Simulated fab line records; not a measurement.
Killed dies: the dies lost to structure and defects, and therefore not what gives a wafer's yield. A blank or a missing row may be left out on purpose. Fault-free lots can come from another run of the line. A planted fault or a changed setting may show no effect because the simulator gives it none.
Which tool did it?    flow sky130    72 wafers from 24 lots sampled at 4 of the route's 708 steps

## WHAT EACH GAUGE READ, for each wafer
SKY_FIELD_ISO_THK_MEAS_04.
lot   measured     on             FIELD_ISO_CVD_03_THK (nm)
L074  day 1 14:13  film_metro-01  165.1 164.1 165.6
L075  day 1 18:38  film_metro-03  165.9 166.9 166.6
L076  day 2 00:31  film_metro-01  163.5 164.8 164.4
L077  day 2 04:38  film_metro-01  163.2 163.8 163.8
L078  day 2 09:35  film_metro-04  163.8 162.4 162.0
L079  day 2 16:31  film_metro-01  162.2 162.2 163.5
L080  day 2 20:53  film_metro-03  164.9 165.5 165.2
L081  day 3 01:19  film_metro-01  161.0 161.7 162.0
L082  day 3 06:46  film_metro-01  163.9 163.0 163.2
L083  day 3 10:52  film_metro-03  164.0 163.0 162.3
L084  day 3 15:29  film_metro-03  163.9 163.4 164.0
L085  day 3 21:16  film_metro-01  161.9 162.0 162.8
L086  day 4 02:38  film_metro-01  164.9 165.3 163.3
L087  day 4 07:26  film_metro-01  164.6 163.0 163.0
L088  day 4 11:31  film_metro-03  163.1 163.0 162.6
L089  day 4 18:00  film_metro-03  163.9 165.4 164.8
L090  day 4 21:29  film_metro-03  161.8 161.6 160.5
L091  day 5 03:16  film_metro-04  165.3 166.2 164.0
L092  day 5 08:10  film_metro-01  165.3 163.3 163.2
L093  day 5 13:35  film_metro-01  163.4 162.3 163.1
L094  day 5 18:16  film_metro-03  164.1 163.1 164.1
L095  day 5 23:10  film_metro-04  165.9 167.8 167.3
L096  day 6 04:43  film_metro-03  163.4 163.4 162.7
L097  day 6 12:44  film_metro-04  166.0 165.0 165.0

SKY_METAL1_THK_MEAS_06: measures by xrf.
lot   measured      on             METAL1_ALCU_THK (nm)
L074  day 31 12:38  film_metro-02  245 249 242
L075  day 31 21:07  film_metro-01  245 249 246
L076  day 32 13:21  film_metro-02  244 241 245
L077  day 32 17:17  film_metro-02  242 247 248
L078  day 33 10:38  film_metro-04  242 246 247
L079  day 33 12:22  film_metro-02  248 242 242
L080  day 33 19:27  film_metro-01  243 244 245
L081  day 33 21:50  film_metro-01  252 248 251
L082  day 34 05:29  film_metro-01  240 248 245
L083  day 34 11:02  film_metro-02  250 247 249
L084  day 34 15:50  film_metro-01  247 245 243
L085  day 35 03:35  film_metro-04  247 248 244
L086  day 35 08:53  film_metro-02  246 247 244
L087  day 35 14:42  film_metro-04  247 245 246
L088  day 36 01:16  film_metro-01  246 246 251
L089  day 36 06:37  film_metro-01  250 247 243
L090  day 37 05:42  film_metro-04  242 248 246
L091  day 37 20:32  film_metro-01  250 248 248
L092  day 37 18:18  film_metro-01  244 250 253
L093  day 38 02:35  film_metro-04  248 248 253
L094  day 37 23:41  film_metro-02  248 245 247
L095  day 38 06:13  film_metro-04  243 246 243
L096  day 38 10:54  film_metro-01  250 250 253
L097  day 38 21:40  film_metro-02  248 246 244

SKY_METAL1_CD_MEAS_15: the cd target is 140 nm.
lot   measured      on         cd_nm (nm)
L074  day 32 15:54  cd_sem-02  140.2 139.4 141.2
L075  day 32 23:49  cd_sem-01  139.0 139.8 138.6
L076  day 33 15:54  cd_sem-02  140.3 140.8 140.4
L077  day 33 20:15  cd_sem-02  138.6 138.9 139.7
L078  day 34 12:26  cd_sem-01  140.8 140.7 139.7
L079  day 34 15:09  cd_sem-02  141.5 143.2 140.0
L080  day 34 22:03  cd_sem-01  142.0 141.4 141.2
L081  day 34 23:33  cd_sem-02  141.7 139.9 140.6
L082  day 35 07:28  cd_sem-02  137.8 136.9 138.4
L083  day 35 13:11  cd_sem-02  140.6 141.2 140.8
L084  day 35 18:14  cd_sem-01  135.9 136.6 135.7
L085  day 36 06:04  cd_sem-02  139.9 138.4 138.1
L086  day 36 10:45  cd_sem-02  141.7 140.6 142.2
L087  day 36 17:09  cd_sem-01  140.7 139.6 140.5
L088  day 37 03:38  cd_sem-02  138.5 138.4 138.5
L089  day 37 08:39  cd_sem-02  138.0 138.5 136.1
L090  day 38 07:13  cd_sem-02  138.3 139.1 139.0
L091  day 38 21:25  cd_sem-02  140.6 141.7 140.2
L092  day 38 19:17  cd_sem-02  138.9 140.1 139.4
L093  day 39 04:02  cd_sem-02  139.5 139.3 140.1
L094  day 39 00:42  cd_sem-02  138.9 140.4 139.4
L095  day 39 06:15  cd_sem-01  139.7 138.6 138.0
L096  day 39 11:54  cd_sem-01  137.3 137.2 136.7
L097  day 39 22:15  cd_sem-02  141.9 141.0 141.5

## TOOL THAT RAN EACH LOT (tool first, then ch and the chambers of the sampled wafers, then the start)
lot   SKY_CONTACT_ETCH_18
L074  rie_diel-02 ch 0,1,3, day 31 12:38 or earlier
L075  rie_diel-01 ch 1,2,3, day 31 21:07 or earlier
L076  rie_diel-01 ch 0,1,2, day 32 13:21 or earlier
L077  rie_diel-03 ch 1,2,3, day 32 17:17 or earlier
L078  rie_diel-02 ch 0,1,3, day 33 10:38 or earlier
L079  rie_diel-02 ch 0,1,3, day 33 12:22 or earlier
L080  rie_diel-01 ch 0,1, day 33 19:27 or earlier
L081  rie_diel-01 ch 0,1,3, day 33 21:50 or earlier
L082  rie_diel-02 ch 2,3, day 34 05:29 or earlier
L083  rie_diel-03 ch 0,1,3, day 34 11:02 or earlier
L084  rie_diel-03 ch 0,1,2, day 34 15:50 or earlier
L085  rie_diel-01 ch 0,1, day 35 03:35 or earlier
L086  rie_diel-02 ch 1,2,3, day 35 08:53 or earlier
L087  rie_diel-03 ch 1,2,3, day 35 14:42 or earlier
L088  rie_diel-03 ch 0,1,2, day 36 01:16 or earlier
L089  rie_diel-03 ch 0,2,3, day 36 06:37 or earlier
L090  rie_diel-01 ch 1,2,3, day 37 05:42 or earlier
L091  rie_diel-01 ch 1,2, day 37 20:32 or earlier
L092  rie_diel-03 ch 1,2,3, day 37 18:18 or earlier
L093  rie_diel-01 ch 0,3, day 38 02:35 or earlier
L094  rie_diel-03 ch 1,2,3, day 37 23:41 or earlier
L095  rie_diel-02 ch 1,2,3, day 38 06:13 or earlier
L096  rie_diel-03 ch 0,3, day 38 10:54 or earlier
L097  rie_diel-02 ch 0,1,2, day 38 21:40 or earlier
- SKY_CONTACT_ETCH_18: etches Si3N4 in CHF3/O2, stops on TiN, time 39 s, target depth 75 nm.

## WHAT THE TOOLS THEMSELVES READ (means of the sampled wafers that have a number; where no wafer has one, the mark that the record gives instead)
SKY_CONTACT_ETCH_18.
lot   tool         drypump_motor_current_A (A)  oes_product_au (a.u.)  rf_fwd_power_W (W)  throttle_valve_pct (%)
L074  rie_diel-02  5.9                          0.840                  590.2               8.801
L075  rie_diel-01  5.7                          0.853                  592.4               8.794
L076  rie_diel-01  5.5                          0.860                  592.5               8.788
L077  rie_diel-03  5.7                          0.853                  592.3               8.789
L078  rie_diel-02  5.8                          0.844                  591.2               8.791
L079  rie_diel-02  5.8                          0.850                  593.4               8.792
L080  rie_diel-01  5.7                          0.857                  592.8               8.797
L081  rie_diel-01  5.9                          0.843                  591.0               8.783
L082  rie_diel-02  5.7                          0.857                  593.8               8.809
L083  rie_diel-03  5.9                          0.846                  594.6               8.798
L084  rie_diel-03  5.6                          0.845                  594.6               8.782
L085  rie_diel-01  5.5                          0.850                  594.9               8.795
L086  rie_diel-02  5.8                          0.849                  592.4               8.788
L087  rie_diel-03  5.7                          0.860                  591.1               8.792
L088  rie_diel-03  5.6                          0.855                  593.7               8.800
L089  rie_diel-03  6.2                          0.853                  594.3               8.792
L090  rie_diel-01  5.7                          0.852                  592.3               8.788
L091  rie_diel-01  5.4                          0.863                  590.1               8.792
L092  rie_diel-03  5.7                          0.844                  592.4               8.790
L093  rie_diel-01  6.1                          0.864                  593.0               8.799
L094  rie_diel-03  5.7                          0.852                  593.7               8.790
L095  rie_diel-02  5.8                          0.851                  593.9               8.800
L096  rie_diel-03  6.5                          0.853                  591.6               8.788
L097  rie_diel-02  5.9                          0.864                  592.9               8.789

## THE ANSWER, worked out from the rows above alone
Rule: the lots themselves supply what counts as usual. Put in order of their means at a reading, lots are off if they are a third of the lots or fewer, leave a main group of 4 or more, and stand apart from it by a gap of 3 or more times the standard deviation of the main group's means; of several such gaps the widest counts. Not used: any main group whose means are identical at the precision the tables above print for the reading. Also off: a lot with no number at a reading for which 4 or more lots have one. The other lots that the step has rows for count as sound. First the gauges in route order, then the tools' own readings, where a lot's mean is used as printed above. The first step at which some lot is off is used, and at that step the reading that is off furthest; a lot without a number counts as furthest.
None of the lots is off at any reading shown; this tells nothing.

## WHAT HAD BEEN PUT IN BY THE SIMULATOR
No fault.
